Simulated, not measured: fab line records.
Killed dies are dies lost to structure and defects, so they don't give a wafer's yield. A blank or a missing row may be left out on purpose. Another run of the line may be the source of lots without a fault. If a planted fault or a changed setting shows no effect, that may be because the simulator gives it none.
What tool caused it? -- flow gf180mcu -- 36 wafers from 12 lots sampled at 6 of the route's 602 steps

## WHAT THE GAUGES SHOWED, per wafer
GF_V5_RS_MEAS_24: the measuring method here is four-point-probe. Usual: V5_W_RS gives 0.329 ohm/sq (standard deviation 0.0045).
lot,measured,on,V5_W_RS (ohm/sq),flag
L267,day 27 08:44,film_metro-01,0.326 0.335 0.326,
L268,day 27 20:39,film_metro-03,0.330 0.326 0.332,
L269,day 28 00:26,film_metro-03,0.332 0.325 0.325,
L270,day 28 13:41,film_metro-03,0.321 0.332 0.323,
L272,day 28 22:12,film_metro-01,0.310 0.333 0.333,
L282,day 32 03:26,film_metro-03,0.332 0.338 0.330,
L283,day 32 07:28,film_metro-04,0.335 0.328 0.328,
L286,day 32 18:07,film_metro-03,0.335 0.328 0.336,
L287,day 32 22:16,film_metro-03,0.322 0.324 0.327,
L288,day 33 03:37,film_metro-04,0.327 0.335 0.336,
L289,day 33 07:29,film_metro-03,0.332 0.332 0.332,
L290,day 33 10:20,film_metro-03,0.330 0.322 0.324,

GF_V5_THK_MEAS_25: measures by xrf. Usual: V5_W_THK gives 351 nm (standard deviation 5.2).
lot,measured,on,V5_W_THK (nm),flag
L267,day 27 08:51,film_metro-01,356 344 355,
L268,day 27 20:46,film_metro-03,351 356 347,
L269,day 28 00:32,film_metro-03,347 354 353,
L270,day 28 13:49,film_metro-03,360 347 358,
L272,day 28 22:18,film_metro-01,376 351 350,
L282,day 32 03:33,film_metro-03,347 342 347,
L283,day 32 07:35,film_metro-04,349 353 353,
L286,day 32 18:14,film_metro-03,344 353 345,
L287,day 32 22:23,film_metro-03,359 356 354,
L288,day 33 03:43,film_metro-04,352 342 343,
L289,day 33 07:37,film_metro-03,345 344 345,
L290,day 33 10:26,film_metro-03,344 355 353,

GF_TOP_METAL_CD_MEAS_14: target cd 440 nm. Usual: 439.6 nm for cd_nm, sd 2.2.
lot,measured,on,cd_nm (nm),flag
L267,day 28 05:07,cd_sem-02,438.8 441.5 440.9,
L268,day 28 16:34,cd_sem-02,433.8 436.0 433.6,
L269,day 28 19:58,cd_sem-02,436.8 437.8 439.7,
L270,day 29 09:26,cd_sem-01,439.1 438.3 439.7,
L272,day 29 17:52,cd_sem-02,440.5 438.9 441.5,
L282,day 32 20:38,cd_sem-01,441.3 441.7 442.0,
L283,day 33 00:40,cd_sem-02,443.5 443.0 442.7,
L286,day 33 11:02,cd_sem-02,439.9 440.9 442.1,
L287,day 33 14:50,cd_sem-02,434.5 434.9 437.0,
L288,day 33 20:36,cd_sem-01,439.9 439.5 441.2,
L289,day 34 00:41,cd_sem-02,438.6 436.2 439.8,
L290,day 34 02:37,cd_sem-02,439.7 436.6 439.2,

GF_TOP_METAL_OVL_MEAS_15. Usual: TOP_METAL_OVL gives 0.3 nm (standard deviation 1.6).
lot,measured,on,TOP_METAL_OVL (nm),flag
L267,day 28 05:14,overlay-01,-1.4 0.9 -0.4,
L268,day 28 16:41,overlay-02,2.0 0.3 1.7,
L269,day 28 20:03,overlay-01,2.6 0.1 1.0,
L270,day 29 09:33,overlay-01,-0.4 -0.3 -0.2,
L272,day 29 17:58,overlay-01,1.4 0.6 0.9,
L282,day 32 20:45,overlay-01,-1.8 -2.0 -1.8,
L283,day 33 00:47,overlay-01,1.7 1.9 1.0,
L286,day 33 11:09,overlay-01,0.5 -0.1 0.2,
L287,day 33 14:57,overlay-01,3.5 0.8 1.6,
L288,day 33 20:43,overlay-02,-0.1 0.5 0.9,
L289,day 34 00:48,overlay-01,-3.6 -2.9 -2.0,
L290,day 34 02:43,overlay-01,1.3 0.2 -0.3,

GF_PASSIVATION_THK_MEAS_01. Usual: PASSIVATION_CVD_00_THK gives 1001 nm (standard deviation 14).
lot,measured,on,PASSIVATION_CVD_00_THK (nm),flag
L267,day 28 06:05,film_metro-01,978 994 1009,
L268,day 28 17:34,film_metro-02,997 1016 1014,
L269,day 28 21:06,film_metro-04,994 1018 1012,
L270,day 29 10:23,film_metro-01,1011 999 1030,
L272,day 29 18:49,film_metro-01,999 1005 1022,
L282,day 32 21:38,film_metro-02,978 992 1011,
L283,day 33 01:43,film_metro-02,1010 1011 1010,
L286,day 33 11:59,film_metro-01,1010 984 1033,
L287,day 33 15:47,film_metro-01,999 979 997,
L288,day 33 21:34,film_metro-01,984 1012 1011,
L289,day 34 01:50,film_metro-04,992 1010 993,
L290,day 34 03:46,film_metro-02,1001 1019 1006,

## TOOL THAT RAN EACH LOT (tool first, then ch and the chambers of the sampled wafers, then the start)
lot,GF_V5_CVD_23
L267,"cvd_w-01 ch 0,1, day 27 08:37"
L268,"cvd_w-01 ch 0,1, day 27 20:32"
L269,"cvd_w-02 ch 0,1, day 28 00:19"
L270,"cvd_w-02 ch 0,1, day 28 13:35"
L272,"cvd_w-02 ch 0,1, day 28 22:05"
L282,"cvd_w-01 ch 0,1, day 32 03:19"
L283,"cvd_w-01 ch 0,1, day 32 07:21"
L286,"cvd_w-01 ch 0,1, day 32 18:01"
L287,"cvd_w-02 ch 0,1, day 32 22:10"
L288,"cvd_w-01 ch 0,1, day 33 03:29"
L289,"cvd_w-02 ch 1, day 33 07:23"
L290,"cvd_w-01 ch 0,1, day 33 10:14"
- GF_V5_CVD_23: deposits W, target thk 350 nm, time 104.9 s.

## AS READ BY THE TOOLS THEMSELVES (means over the sampled wafers that have a number; for cases with no such wafer, the mark the record gives instead)
GF_V5_CVD_23. Usual: 870 W for heater_power_w, sd 35.
lot,tool,heater_power_w (W),flag
L267,cvd_w-01,829,
L268,cvd_w-01,855,
L269,cvd_w-02,885,
L270,cvd_w-02,879,
L272,cvd_w-02,892,
L282,cvd_w-01,833,
L283,cvd_w-01,847,
L286,cvd_w-01,878,
L287,cvd_w-02,888,
L288,cvd_w-01,859,
L289,cvd_w-02,886,
L290,cvd_w-01,843,

## THE ANSWER, worked out from the rows above alone
Rule: take the mean of a lot's wafers that have a number; if it is more than 3 standard deviations from the usual mean, the lot is off. Also off: a lot with no number at a reading for which 4 or more lots have one. Where the step has rows for the other lots, those lots are counted as sound. First the gauges in route order, then the tools' own readings, where a lot's mean is used as printed above. The first step at which some lot is off is used, and at that step the reading that is off furthest; a lot without a number counts as furthest.
None of the lots is off at any reading shown; this tells nothing.

## WHAT HAD BEEN PUT IN BY THE SIMULATOR
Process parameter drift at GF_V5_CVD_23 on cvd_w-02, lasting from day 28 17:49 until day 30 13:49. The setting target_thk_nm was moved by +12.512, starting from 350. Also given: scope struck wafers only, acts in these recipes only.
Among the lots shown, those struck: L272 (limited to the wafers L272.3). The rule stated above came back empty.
